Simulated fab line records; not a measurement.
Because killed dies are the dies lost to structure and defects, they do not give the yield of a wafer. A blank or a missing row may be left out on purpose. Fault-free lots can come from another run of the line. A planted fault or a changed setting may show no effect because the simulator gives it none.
The tool behind it: which one? + flow gf180mcu + 18 wafers from 6 lots sampled at 2 of the route's 602 steps

== WHAT THE GAUGES SHOWED, per wafer ==
GF_V4_OVL_MEAS_15.
| lot  | measured     | on         | V4_OVL (nm) |
|------|--------------|------------|-------------|
| L541 | day 25 08:00 | overlay-01 | -5 2 -7     |
| L543 | day 25 23:00 | overlay-02 | 13 0 5      |
| L545 | day 26 14:47 | overlay-01 | -17 -14 -6  |
| L547 | day 27 03:59 | overlay-02 | 7 -2 6      |
| L551 | day 28 13:21 | overlay-01 | 0 -2 -5     |
| L561 | day 31 06:35 | overlay-01 | -5 -8 -8    |

== EACH LOT AND THE TOOL THAT RAN IT (in order: tool; ch and the chambers of the sampled wafers; start) ==
| lot  | GF_VT_IMPLANT_STRIP_09               |
|------|--------------------------------------|
| L541 | plasma_asher-03 ch 0,1, day 6 06:31  |
| L543 | plasma_asher-04 ch 0,1, day 6 17:15  |
| L545 | plasma_asher-01 ch 0,1, day 7 06:37  |
| L547 | plasma_asher-04 ch 0,1, day 7 16:33  |
| L551 | plasma_asher-04 ch 0,1, day 8 20:57  |
| L561 | plasma_asher-03 ch 0,1, day 11 07:28 |
- GF_VT_IMPLANT_STRIP_09: strips in O2/N2.

== THE ANSWER, worked out from the rows above alone ==
Rule: what is usual is taken from the lots themselves. The widest of any qualifying gaps counts: lots, ordered by their means at a reading, are off when they make up no more than a third of the lots, leave a main group of 4 or more, and stand apart from it by 3 or more times the standard deviation of that group's means. Not used: any main group whose means are identical at the precision the tables above print for the reading. A lot without any number at a reading at which 4 lots or more have one is off too. Where the step has rows for the other lots, those lots are counted as sound.
No lot is off at any reading shown: from this, nothing can be told.

== WHAT HAD BEEN PUT IN BY THE SIMULATOR ==
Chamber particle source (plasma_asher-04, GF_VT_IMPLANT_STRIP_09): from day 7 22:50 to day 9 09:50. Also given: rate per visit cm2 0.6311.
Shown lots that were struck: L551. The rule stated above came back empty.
